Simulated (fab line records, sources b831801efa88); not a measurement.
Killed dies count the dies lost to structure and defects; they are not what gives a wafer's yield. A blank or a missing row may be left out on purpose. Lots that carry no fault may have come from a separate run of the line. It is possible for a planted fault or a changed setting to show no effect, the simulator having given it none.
Split-lot trial    flow sky130    route with 708 steps; 5 lots, 23 wafers read

THE SPLIT ITSELF
At SKY_LI_CONTACT_CMP_02 (polishes PSG), the setting leave-above-ref-nm was moved away from the recipe's 597.2 nm on 8 of the 23 wafers read, by -6.3% to +6.7%. The other wafers ran this setting at the recipe's value.

FROM THE SPLIT TO THE READING: what the file shows between them, 2 steps
- SKY_LI_CONTACT_DEHYDRATE_04: time 60 s
- SKY_LI_CONTACT_ETCH_14: etches BARC in N2/H2, stops on SiO2, time 45.9 s, target depth 60 nm

THE READING
oes-product-au, in a.u., at SKY_LI_CONTACT_ETCH_15 (etches PSG in C4F8/O2/Ar, stops on Si, target depth 600 nm). Fault-free wafers of this fab line usually give 0.837 a.u., standard deviation 0.0043 a.u.

wafer   tool, chamber at the split  leave-above-ref-nm as run, nm  against the recipe  oes-product-au, a.u.  against lot-mates on the recipe
L076.1  cmp-01, 0                   597.2                          recipe              0.835                 -
L076.2  cmp-01, 3                   559.5                          -6.3%               0.809                 -0.027
L076.3  cmp-01, 2                   597.2                          recipe              0.836                 -
L076.5  cmp-01, 1                   597.2                          recipe              0.837                 -
L076.6  cmp-01, 2                   559.5                          -6.3%               0.811                 -0.025
L078.1  cmp-01, 1                   609.8                          +2.1%               0.846                 +0.011
L078.3  cmp-01, 0                   609.8                          +2.1%               0.846                 +0.011
L078.4  cmp-01, 3                   597.2                          recipe              0.828                 -
L078.5  cmp-01, 3                   597.2                          recipe              0.846                 -
L078.6  cmp-01, 2                   597.2                          recipe              0.831                 -
L083.1  cmp-01, 1                   637.4                          +6.7%               0.868                 +0.038
L083.2  cmp-01, 2                   597.2                          recipe              0.836                 -
L083.3  cmp-01, 0                   637.4                          +6.7%               0.870                 +0.040
L083.4  cmp-01, 3                   597.2                          recipe              0.824                 -
L083.5  cmp-01, 3                   597.2                          recipe              0.829                 -
L081.4  cmp-02, 3                   597.2                          recipe              0.838                 -
L081.5  cmp-02, 3                   597.2                          recipe              0.837                 -
L081.6  cmp-02, 2                   597.2                          recipe              0.832                 -
L084.1  cmp-01, 3                   597.2                          recipe              0.834                 -
L084.2  cmp-01, 1                   622.7                          +4.3%               0.861                 +0.025
L084.3  cmp-01, 2                   622.7                          +4.3%               0.858                 +0.022
L084.4  cmp-01, 0                   597.2                          recipe              0.836                 -
L084.5  cmp-01, 2                   597.2                          recipe              0.839                 -

THE FIT
A straight line over all 23 wafers: oes-product-au changes by +0.00472 a.u. for each +1% of leave-above-ref-nm; r = +0.95; the points scatter about the line by 0.0048 a.u.
The same after taking each lot's own level away (the mean of its wafers on the recipe; 23 wafers): +0.00504 a.u. for each +1%; r = +0.96; scatter 0.0044 a.u.
On that fit, the largest move of leave-above-ref-nm shifts the reading by 0.034 a.u.
From 0.8297 to 0.8363 a.u.: that is the span of the lots' own levels, equal to 1.6 times the standard deviation above.
So the lot-to-lot level changes the slope little: the two slopes agree.
Check: for one of the wafers moved furthest among these (+6.7%), held out of the fit, the line's prediction against its lot-mates is +0.0341 a.u. Against them it came out at +0.0383 a.u.

OTHER SPLITS APPLIED TO THESE WAFERS
Other splits were also applied to these wafers ahead of the reading. Each is held against what the fit with the lots' levels taken away leaves over:
other split on the same wafers       wafers away from the commonest value  r with oes-product-au (lot level and that fit taken away)
SKY_SD_P_IMPLANT_09 dose-cm2         8                                     -0.28
SKY_RES_XHIGH_COAT_02 resist-thk-nm  8                                     -0.22
SKY_SD_N_IMPLANT_10 energy-kev       6                                     +0.02

THE WHOLE CHAIN: every reading that the file lists as answering this split, in the file's order
step                    what it does                                                reading                                                                              change (the file's fit)                    r (the file's)
SKY_LI_CONTACT_CMP_02   polishes PSG                                                PSG_of_LI_CONTACT_HDPCVD_00.thk-nm (the simulator's own value, which no gauge read)  +6.02 nm for each +1% of the setting       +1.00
SKY_LI_CONTACT_ETCH_15  etches PSG in C4F8/O2/Ar, stops on Si, target depth 600 nm  oes-product-au                                                                       +0.00508 a.u. for each +1% of the setting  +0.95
SKY_LI_CONTACT_ETCH_15  etches PSG in C4F8/O2/Ar, stops on Si, target depth 600 nm  LI_CONTACT.feature-depth-nm (the simulator's own value, which no gauge read)         +6.02 nm for each +1% of the setting       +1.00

FILE'S OWN FIT
oes-product-au changes by +0.00508 a.u. for each +1% of leave-above-ref-nm, r = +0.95.
